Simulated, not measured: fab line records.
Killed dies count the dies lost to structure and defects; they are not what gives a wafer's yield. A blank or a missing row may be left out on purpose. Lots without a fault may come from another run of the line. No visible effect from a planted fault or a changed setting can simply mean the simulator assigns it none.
What tool caused it? ; flow gf180mcu ; 24 lots with 72 wafers sampled at 6 steps, on a route of 602 steps

## WHAT THE GAUGES SHOWED, per wafer
GF_CONTACT_OVL_MEAS_15.
lot;measured;on;CONTACT_OVL (nm)
L074;day 16 07:29;overlay-01;2 -2 -1
L075;day 16 13:00;overlay-02;0 2 -2
L076;day 16 18:27;overlay-01;-5 3 -5
L077;day 17 00:56;overlay-02;1 -6 2
L078;day 17 13:21;overlay-01;1 -3 -2
L079;day 17 22:59;overlay-02;0 -2 -3
L081;day 18 18:31;overlay-02;1 -1 5
L080;day 18 23:15;overlay-02;0 3 1
L082;day 19 03:08;overlay-01;6 2 7
L083;day 19 04:40;overlay-02;1 9 6
L084;day 19 19:33;overlay-02;8 -4 9
L085;day 20 05:00;overlay-01;12 7 1
L086;day 20 08:57;overlay-02;10 10 7
L087;day 21 00:33;overlay-01;-5 -5 -7
L088;day 21 10:27;overlay-01;-10 -4 1
L089;day 21 15:26;overlay-02;-1 -3 -4
L090;day 21 20:59;overlay-01;11 -1 7
L091;day 22 06:56;overlay-01;8 5 3
L092;day 22 13:32;overlay-01;2 -2 -5
L093;day 23 01:05;overlay-02;3 1 -1
L094;day 23 09:16;overlay-01;3 2 3
L095;day 23 17:47;overlay-02;-2 -5 -2
L096;day 24 04:36;overlay-02;1 3 4
L097;day 24 05:41;overlay-01;5 2 7

GF_M2_RS_MEAS_05: measurement is done with a four-point probe.
lot;measured;on;M2_ALCU_RS (ohm/sq)
L074;day 18 10:01;film-metro-02;0.0679 0.0684 0.0685
L075;day 18 17:31;film-metro-02;0.0689 0.0695 0.0690
L076;day 18 22:34;film-metro-01;0.0698 0.0692 0.0692
L077;day 19 06:41;film-metro-02;0.0710 0.0701 0.0709
L078;day 19 18:56;film-metro-02;0.0706 0.0703 0.0707
L079;day 20 04:40;film-metro-03;0.0693 0.0688 0.0692
L081;day 20 23:55;film-metro-01;0.0707 0.0704 0.0710
L080;day 21 05:05;film-metro-03;0.0689 0.0692 0.0693
L082;day 21 09:23;film-metro-03;0.0685 0.0682 0.0682
L083;day 21 09:46;film-metro-02;0.0697 0.0696 0.0698
L084;day 22 00:08;film-metro-02;0.0710 0.0703 0.0704
L085;day 22 09:54;film-metro-02;0.0695 0.0687 0.0689
L086;day 22 12:34;film-metro-03;0.0693 0.0692 0.0695
L087;day 23 04:14;film-metro-03;0.0698 0.0699 0.0696
L088;day 23 13:07;film-metro-02;0.0692 0.0686 0.0685
L089;day 23 18:22;film-metro-03;0.0690 0.0691 0.0694
L090;day 23 22:51;film-metro-02;0.0710 0.0707 0.0712
L091;day 24 09:46;film-metro-02;0.0693 0.0696 0.0689
L092;day 24 15:52;film-metro-01;0.0703 0.0709 0.0709
L093;day 25 03:42;film-metro-01;0.0698 0.0707 0.0700
L094;day 25 22:52;film-metro-02;0.0688 0.0688 0.0685
L095;day 26 01:56;film-metro-01;0.0701 0.0708 0.0709
L096;day 26 08:32;film-metro-01;0.0695 0.0688 0.0694
L097;day 26 11:00;film-metro-02;0.0687 0.0688 0.0684

GF_M3_OVL_MEAS_15.
lot;measured;on;M3_OVL (nm)
L074;day 21 12:58;overlay-01;0 -11 -7
L075;day 21 21:07;overlay-02;-10 -2 -2
L076;day 22 02:54;overlay-02;1 -3 14
L077;day 22 09:18;overlay-01;-5 -12 -1
L078;day 22 20:53;overlay-01;-6 -6 -2
L079;day 23 10:18;overlay-02;-5 -5 1
L081;day 24 00:04;overlay-01;2 2 1
L080;day 24 06:06;overlay-02;2 -10 -3
L082;day 24 09:33;overlay-01;-8 -6 -4
L083;day 24 09:46;overlay-02;3 -4 2
L084;day 24 22:45;overlay-02;-4 0 -11
L085;day 25 20:50;overlay-02;0 -4 1
L086;day 25 22:08;overlay-01;1 6 3
L087;day 26 02:35;overlay-01;3 -2 -5
L088;day 26 19:07;overlay-02;20 7 5
L089;day 26 20:25;overlay-02;5 5 3
L090;day 26 22:05;overlay-01;-5 -1 -5
L091;day 27 09:54;overlay-02;-6 0 -9
L092;day 27 16:39;overlay-02;-3 0 2
L093;day 27 21:57;overlay-02;-3 1 -9
L094;day 28 09:07;overlay-02;-5 3 0
L095;day 28 15:15;overlay-01;-8 -6 -4
L096;day 28 23:13;overlay-01;2 10 1
L097;day 29 00:33;overlay-01;13 -1 7

GF_M5_OVL_MEAS_08.
lot;measured;on;M5_OVL (nm)
L074;day 26 03:14;overlay-02;1 -5 0
L075;day 26 03:39;overlay-02;-11 -5 -13
L076;day 27 06:04;overlay-02;-6 1 -5
L077;day 27 11:33;overlay-01;-5 -7 -1
L078;day 27 19:30;overlay-02;-4 12 -1
L079;day 28 09:54;overlay-01;0 1 -12
L081;day 28 17:52;overlay-02;-8 4 -2
L080;day 29 01:39;overlay-02;-2 6 -2
L082;day 29 06:21;overlay-02;-5 -9 2
L083;day 29 07:16;overlay-02;-4 -13 -4
L084;day 29 13:59;overlay-02;7 -9 4
L085;day 29 23:12;overlay-01;-2 -8 -12
L086;day 30 04:16;overlay-02;-2 -12 1
L087;day 30 10:26;overlay-02;-11 -14 2
L088;day 31 00:50;overlay-02;-1 -3 7
L089;day 31 04:07;overlay-01;-6 -6 -1
L090;day 31 05:32;overlay-02;-4 1 -1
L091;day 31 13:39;overlay-02;-3 6 -3
L092;day 31 20:50;overlay-02;1 -1 -4
L093;day 32 01:12;overlay-02;-2 -5 4
L094;day 32 08:52;overlay-01;0 7 0
L095;day 32 17:12;overlay-02;-5 -11 5
L096;day 33 00:11;overlay-01;-10 -4 1
L097;day 33 00:32;overlay-01;-16 -3 -12

## WHAT TOOL EACH LOT RAN ON (gives the tool, then ch and the chambers of the sampled wafers, and finally the start)
lot;GF_M1_SPUTTER_02;GF_MIM_SPUTTER_07
L074;pvd-sputter-01, day 16 08:48;pvd-sputter-02, day 24 17:17
L075;pvd-sputter-02, day 16 14:18;pvd-sputter-04, day 24 23:44
L076;pvd-sputter-01, day 16 19:55;pvd-sputter-02, day 25 21:19
L077;pvd-sputter-02, day 17 02:14;pvd-sputter-04, day 25 22:48
L078;pvd-sputter-01, day 17 14:53;pvd-sputter-01, day 26 03:02
L079;pvd-sputter-01, day 18 00:23;pvd-sputter-01, day 26 17:04
L081;pvd-sputter-02, day 18 20:01;pvd-sputter-01, day 27 01:24
L080;pvd-sputter-02, day 19 00:34;pvd-sputter-02, day 27 10:14
L082;pvd-sputter-02, day 19 04:34;pvd-sputter-02, day 27 14:05
L083;pvd-sputter-01, day 19 06:04;pvd-sputter-01, day 27 15:42
L084;pvd-sputter-01, day 19 20:58;pvd-sputter-04, day 27 22:30
L085;pvd-sputter-01, day 20 06:19;pvd-sputter-01, day 28 10:01
L086;pvd-sputter-04, day 20 10:16;pvd-sputter-02, day 28 14:29
L087;pvd-sputter-01, day 21 01:52;pvd-sputter-02, day 28 20:29
L088;pvd-sputter-04, day 21 11:51;pvd-sputter-02, day 29 11:26
L089;pvd-sputter-04, day 21 16:50;pvd-sputter-02, day 29 15:05
L090;pvd-sputter-04, day 21 22:18;pvd-sputter-04, day 29 16:34
L091;pvd-sputter-04, day 22 08:16;pvd-sputter-01, day 30 01:11
L092;pvd-sputter-01, day 22 14:51;pvd-sputter-01, day 30 07:44
L093;pvd-sputter-02, day 23 02:25;pvd-sputter-02, day 30 12:47
L094;pvd-sputter-02, day 23 10:33;pvd-sputter-01, day 30 22:50
L095;pvd-sputter-02, day 23 19:06;pvd-sputter-04, day 31 06:23
L096;pvd-sputter-04, day 24 05:59;pvd-sputter-04, day 31 13:27
L097;pvd-sputter-02, day 24 07:00;pvd-sputter-04, day 31 14:38
- GF_M1_SPUTTER_02: material AlCu, target thk 450 nm, time 23.9 s.
- GF_MIM_SPUTTER_07: material TiN, target thk 60 nm, time 50 s.

## AS READ BY THE TOOLS THEMSELVES (means over the sampled wafers that have a number; for cases with no such wafer, the mark the record gives instead)
GF_M1_SPUTTER_02.
lot;tool;throttle-valve-pct (%)
L074;pvd-sputter-01;30.2
L075;pvd-sputter-02;29.5
L076;pvd-sputter-01;31.1
L077;pvd-sputter-02;30.7
L078;pvd-sputter-01;30.6
L079;pvd-sputter-01;31.1
L081;pvd-sputter-02;29.8
L080;pvd-sputter-02;29.6
L082;pvd-sputter-02;30.0
L083;pvd-sputter-01;30.2
L084;pvd-sputter-01;30.0
L085;pvd-sputter-01;30.7
L086;pvd-sputter-04;29.3
L087;pvd-sputter-01;30.6
L088;pvd-sputter-04;29.5
L089;pvd-sputter-04;29.4
L090;pvd-sputter-04;29.3
L091;pvd-sputter-04;29.2
L092;pvd-sputter-01;30.6
L093;pvd-sputter-02;28.8
L094;pvd-sputter-02;29.8
L095;pvd-sputter-02;30.8
L096;pvd-sputter-04;29.2
L097;pvd-sputter-02;29.0

GF_MIM_SPUTTER_07.
lot;tool;throttle-valve-pct (%)
L074;pvd-sputter-02;29.0
L075;pvd-sputter-04;29.2
L076;pvd-sputter-02;30.2
L077;pvd-sputter-04;29.3
L078;pvd-sputter-01;30.0
L079;pvd-sputter-01;31.1
L081;pvd-sputter-01;30.5
L080;pvd-sputter-02;30.5
L082;pvd-sputter-02;29.2
L083;pvd-sputter-01;31.2
L084;pvd-sputter-04;29.6
L085;pvd-sputter-01;30.6
L086;pvd-sputter-02;30.2
L087;pvd-sputter-02;29.3
L088;pvd-sputter-02;30.1
L089;pvd-sputter-02;29.7
L090;pvd-sputter-04;29.2
L091;pvd-sputter-01;30.5
L092;pvd-sputter-01;30.7
L093;pvd-sputter-02;28.6
L094;pvd-sputter-01;31.2
L095;pvd-sputter-04;29.3
L096;pvd-sputter-04;29.2
L097;pvd-sputter-04;29.2

## THE ANSWER, worked out from the rows above alone
Rule: the usual values come from the lots themselves. The widest of any qualifying gaps counts: lots, ordered by their means at a reading, are off when they make up no more than a third of the lots, leave a main group of 4 or more, and stand apart from it by 3 or more times the standard deviation of that group's means. Not used: any main group whose means are identical at the precision the tables above print for the reading. A lot without any number at a reading at which 4 lots or more have one is off too. All remaining lots with rows at the step are treated as sound. The gauges are gone through in route order, then the tools' own readings, and for those a lot's mean is taken as printed above. The first step at which some lot is off is used, and at that step the reading that is off furthest; a lot without a number counts as furthest.
Across all readings shown, no lot is off: no conclusion can be drawn from this.

## WHAT HAD BEEN PUT IN BY THE SIMULATOR
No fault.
